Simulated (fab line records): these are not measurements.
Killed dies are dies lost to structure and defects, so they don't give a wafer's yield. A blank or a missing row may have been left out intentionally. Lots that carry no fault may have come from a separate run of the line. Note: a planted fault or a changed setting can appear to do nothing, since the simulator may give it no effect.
Which tool was responsible? || flow gf180mcu || 11 lots, 33 wafers sampled, at 5 steps of a route of 602

== WHAT EACH GAUGE READ, for each wafer ==
GF_V3_RS_MEAS_24: measurement is done with a four-point probe. Usual: V3_W_RS 0.327 ohm/sq, standard deviation 0.0061.
{"lot": "L240", "measured": "day 22 06:29", "on": "film-metro-02", "V3_W_RS (ohm/sq)": "0.324 0.324 0.339", "flag": ""}
{"lot": "L242", "measured": "day 23 05:48", "on": "film-metro-02", "V3_W_RS (ohm/sq)": "0.336 0.337 0.328", "flag": ""}
{"lot": "L244", "measured": "day 24 00:59", "on": "film-metro-03", "V3_W_RS (ohm/sq)": "0.322 0.322 0.339", "flag": ""}
{"lot": "L245", "measured": "day 24 10:25", "on": "film-metro-03", "V3_W_RS (ohm/sq)": "0.330 0.323 0.327", "flag": ""}
{"lot": "L247", "measured": "day 25 02:55", "on": "film-metro-02", "V3_W_RS (ohm/sq)": "0.322 0.324 0.319", "flag": ""}
{"lot": "L248", "measured": "day 25 07:35", "on": "film-metro-03", "V3_W_RS (ohm/sq)": "0.338 0.325 0.324", "flag": ""}
{"lot": "L253", "measured": "day 27 00:35", "on": "film-metro-04", "V3_W_RS (ohm/sq)": "0.326 0.323 0.324", "flag": ""}
{"lot": "L254", "measured": "day 27 16:53", "on": "film-metro-04", "V3_W_RS (ohm/sq)": "0.333 0.321 0.336", "flag": ""}
{"lot": "L261", "measured": "day 29 11:28", "on": "film-metro-02", "V3_W_RS (ohm/sq)": "0.336 0.336 0.333", "flag": ""}
{"lot": "L262", "measured": "day 29 12:40", "on": "film-metro-02", "V3_W_RS (ohm/sq)": "0.328 0.321 0.330", "flag": ""}
{"lot": "L263", "measured": "day 29 15:22", "on": "film-metro-03", "V3_W_RS (ohm/sq)": "0.331 0.328 0.325", "flag": ""}

GF_M4_CD_MEAS_14 targets a cd of 280 nm. Usual: cd-nm 279.2 nm, standard deviation 1.2.
{"lot": "L240", "measured": "day 23 06:19", "on": "cd-sem-01", "cd-nm (nm)": "281.2 281.5 281.0", "flag": ""}
{"lot": "L242", "measured": "day 24 04:28", "on": "cd-sem-01", "cd-nm (nm)": "279.5 278.3 278.1", "flag": ""}
{"lot": "L244", "measured": "day 24 23:22", "on": "cd-sem-02", "cd-nm (nm)": "277.1 276.9 277.2", "flag": ""}
{"lot": "L245", "measured": "day 25 08:56", "on": "cd-sem-01", "cd-nm (nm)": "281.4 280.4 281.2", "flag": ""}
{"lot": "L247", "measured": "day 26 00:31", "on": "cd-sem-01", "cd-nm (nm)": "279.1 279.3 279.4", "flag": ""}
{"lot": "L248", "measured": "day 26 05:38", "on": "cd-sem-01", "cd-nm (nm)": "279.3 279.6 279.5", "flag": ""}
{"lot": "L253", "measured": "day 27 20:48", "on": "cd-sem-01", "cd-nm (nm)": "283.0 281.8 283.3 282.4 281.5 283.1", "flag": ""}
{"lot": "L254", "measured": "day 28 13:31", "on": "cd-sem-02", "cd-nm (nm)": "282.2 283.0 282.2", "flag": ""}
{"lot": "L261", "measured": "day 30 06:46", "on": "cd-sem-02", "cd-nm (nm)": "279.6 278.5 278.7", "flag": ""}
{"lot": "L262", "measured": "day 30 07:31", "on": "cd-sem-01", "cd-nm (nm)": "278.4 278.2 277.6", "flag": ""}
{"lot": "L263", "measured": "day 30 10:40", "on": "cd-sem-02", "cd-nm (nm)": "279.1 279.0 278.7", "flag": ""}

== WHICH TOOL RAN EACH LOT (tool, then ch and the chambers of the sampled wafers, then the start) ==
{"lot": "L240", "GF_M3_SPUTTER_04": "pvd-sputter-04, day 20 04:32", "GF_V3_SPUTTER_22": "pvd-sputter-04, day 22 06:20", "GF_M4_COAT_09": "litho-track-02 ch 0, day 22 18:28"}
{"lot": "L242", "GF_M3_SPUTTER_04": "pvd-sputter-03, day 21 03:28", "GF_V3_SPUTTER_22": "pvd-sputter-04, day 23 05:35", "GF_M4_COAT_09": "litho-track-02 ch 0, day 23 17:04"}
{"lot": "L244", "GF_M3_SPUTTER_04": "pvd-sputter-03, day 22 00:25", "GF_V3_SPUTTER_22": "pvd-sputter-03, day 24 00:50", "GF_M4_COAT_09": "litho-track-03 ch 0, day 24 12:25"}
{"lot": "L245", "GF_M3_SPUTTER_04": "pvd-sputter-04, day 22 09:48", "GF_V3_SPUTTER_22": "pvd-sputter-03, day 24 10:14", "GF_M4_COAT_09": "litho-track-03 ch 0, day 24 21:56"}
{"lot": "L247", "GF_M3_SPUTTER_04": "pvd-sputter-04, day 23 03:28", "GF_V3_SPUTTER_22": "pvd-sputter-04, day 25 02:42", "GF_M4_COAT_09": "litho-track-02 ch 0, day 25 13:42"}
{"lot": "L248", "GF_M3_SPUTTER_04": "pvd-sputter-03, day 23 08:43", "GF_V3_SPUTTER_22": "pvd-sputter-03, day 25 07:26", "GF_M4_COAT_09": "litho-track-02 ch 0, day 25 18:52"}
{"lot": "L253", "GF_M3_SPUTTER_04": "pvd-sputter-01, day 25 03:24", "GF_V3_SPUTTER_22": "pvd-sputter-02, day 27 00:24", "GF_M4_COAT_09": "litho-track-02 ch 0, day 27 10:43"}
{"lot": "L254", "GF_M3_SPUTTER_04": "pvd-sputter-01, day 25 20:41", "GF_V3_SPUTTER_22": "pvd-sputter-03, day 27 16:41", "GF_M4_COAT_09": "litho-track-02 ch 0, day 28 03:01"}
{"lot": "L261", "GF_M3_SPUTTER_04": "pvd-sputter-03, day 27 17:58", "GF_V3_SPUTTER_22": "pvd-sputter-03, day 29 11:19", "GF_M4_COAT_09": "litho-track-04 ch 0, day 29 21:16"}
{"lot": "L262", "GF_M3_SPUTTER_04": "pvd-sputter-03, day 27 19:27", "GF_V3_SPUTTER_22": "pvd-sputter-03, day 29 12:31", "GF_M4_COAT_09": "litho-track-03 ch 0, day 29 21:55"}
{"lot": "L263", "GF_M3_SPUTTER_04": "pvd-sputter-03, day 27 22:51", "GF_V3_SPUTTER_22": "pvd-sputter-04, day 29 15:13", "GF_M4_COAT_09": "litho-track-03 ch 0, day 30 01:28"}
- GF_M3_SPUTTER_04: material TiN, target thk 50 nm, time 41.7 s.
- GF_V3_SPUTTER_22: material TiN, target thk 10 nm, time 40 s.
- GF_M4_COAT_09: resist thk 1000 nm.

== AS READ BY THE TOOLS THEMSELVES (means over the sampled wafers that have a number; for cases with no such wafer, the mark the record gives instead) ==
GF_M3_SPUTTER_04. Usual: throttle-valve-pct 30.2 %, standard deviation 1.2.
{"lot": "L240", "tool": "pvd-sputter-04", "throttle-valve-pct (%)": 30.1, "flag": ""}
{"lot": "L242", "tool": "pvd-sputter-03", "throttle-valve-pct (%)": 30.3, "flag": ""}
{"lot": "L244", "tool": "pvd-sputter-03", "throttle-valve-pct (%)": 31.8, "flag": ""}
{"lot": "L245", "tool": "pvd-sputter-04", "throttle-valve-pct (%)": 30.4, "flag": ""}
{"lot": "L247", "tool": "pvd-sputter-04", "throttle-valve-pct (%)": 30.0, "flag": ""}
{"lot": "L248", "tool": "pvd-sputter-03", "throttle-valve-pct (%)": 30.6, "flag": ""}
{"lot": "L253", "tool": "pvd-sputter-01", "throttle-valve-pct (%)": 29.2, "flag": ""}
{"lot": "L254", "tool": "pvd-sputter-01", "throttle-valve-pct (%)": 29.3, "flag": ""}
{"lot": "L261", "tool": "pvd-sputter-03", "throttle-valve-pct (%)": 30.9, "flag": ""}
{"lot": "L262", "tool": "pvd-sputter-03", "throttle-valve-pct (%)": 30.8, "flag": ""}
{"lot": "L263", "tool": "pvd-sputter-03", "throttle-valve-pct (%)": 30.8, "flag": ""}

GF_V3_SPUTTER_22. Usual: throttle-valve-pct 30.5 %, standard deviation 1.2.
{"lot": "L240", "tool": "pvd-sputter-04", "throttle-valve-pct (%)": 30.1, "flag": ""}
{"lot": "L242", "tool": "pvd-sputter-04", "throttle-valve-pct (%)": 30.4, "flag": ""}
{"lot": "L244", "tool": "pvd-sputter-03", "throttle-valve-pct (%)": 31.8, "flag": ""}
{"lot": "L245", "tool": "pvd-sputter-03", "throttle-valve-pct (%)": 31.3, "flag": ""}
{"lot": "L247", "tool": "pvd-sputter-04", "throttle-valve-pct (%)": 29.5, "flag": ""}
{"lot": "L248", "tool": "pvd-sputter-03", "throttle-valve-pct (%)": 30.8, "flag": ""}
{"lot": "L253", "tool": "pvd-sputter-02", "throttle-valve-pct (%)": 30.2, "flag": ""}
{"lot": "L254", "tool": "pvd-sputter-03", "throttle-valve-pct (%)": 30.1, "flag": ""}
{"lot": "L261", "tool": "pvd-sputter-03", "throttle-valve-pct (%)": 30.7, "flag": ""}
{"lot": "L262", "tool": "pvd-sputter-03", "throttle-valve-pct (%)": 30.8, "flag": ""}
{"lot": "L263", "tool": "pvd-sputter-04", "throttle-valve-pct (%)": 30.1, "flag": ""}

GF_M4_COAT_09. Usual: resist-line-temp-C 23.01 C, standard deviation 0.099.
{"lot": "L240", "tool": "litho-track-02", "resist-line-temp-C (C)": 23.02, "flag": ""}
{"lot": "L242", "tool": "litho-track-02", "resist-line-temp-C (C)": 23.00, "flag": ""}
{"lot": "L244", "tool": "litho-track-03", "resist-line-temp-C (C)": 22.97, "flag": ""}
{"lot": "L245", "tool": "litho-track-03", "resist-line-temp-C (C)": 23.02, "flag": ""}
{"lot": "L247", "tool": "litho-track-02", "resist-line-temp-C (C)": 23.15, "flag": ""}
{"lot": "L248", "tool": "litho-track-02", "resist-line-temp-C (C)": 23.13, "flag": ""}
{"lot": "L253", "tool": "litho-track-02", "resist-line-temp-C (C)": 22.91, "flag": ""}
{"lot": "L254", "tool": "litho-track-02", "resist-line-temp-C (C)": 22.96, "flag": ""}
{"lot": "L261", "tool": "litho-track-04", "resist-line-temp-C (C)": 23.05, "flag": ""}
{"lot": "L262", "tool": "litho-track-03", "resist-line-temp-C (C)": 23.16, "flag": ""}
{"lot": "L263", "tool": "litho-track-03", "resist-line-temp-C (C)": 23.10, "flag": ""}

== THE ANSWER, worked out from the rows above alone ==
Rule: a lot counts as off when the mean over its wafers that have a number is more than 3 standard deviations away from the usual mean. A lot without any number at a reading at which 4 lots or more have one is off too. All remaining lots with rows at the step are treated as sound. Order of review: gauges by route order, followed by the tools' own readings, for which a lot's mean as printed above is used. The first step at which some lot is off is used, and at that step the reading that is off furthest; a lot without a number counts as furthest.
Nothing can be told from this: no lot is off at any reading shown.

== WHAT THE SIMULATOR HAD PUT IN ==
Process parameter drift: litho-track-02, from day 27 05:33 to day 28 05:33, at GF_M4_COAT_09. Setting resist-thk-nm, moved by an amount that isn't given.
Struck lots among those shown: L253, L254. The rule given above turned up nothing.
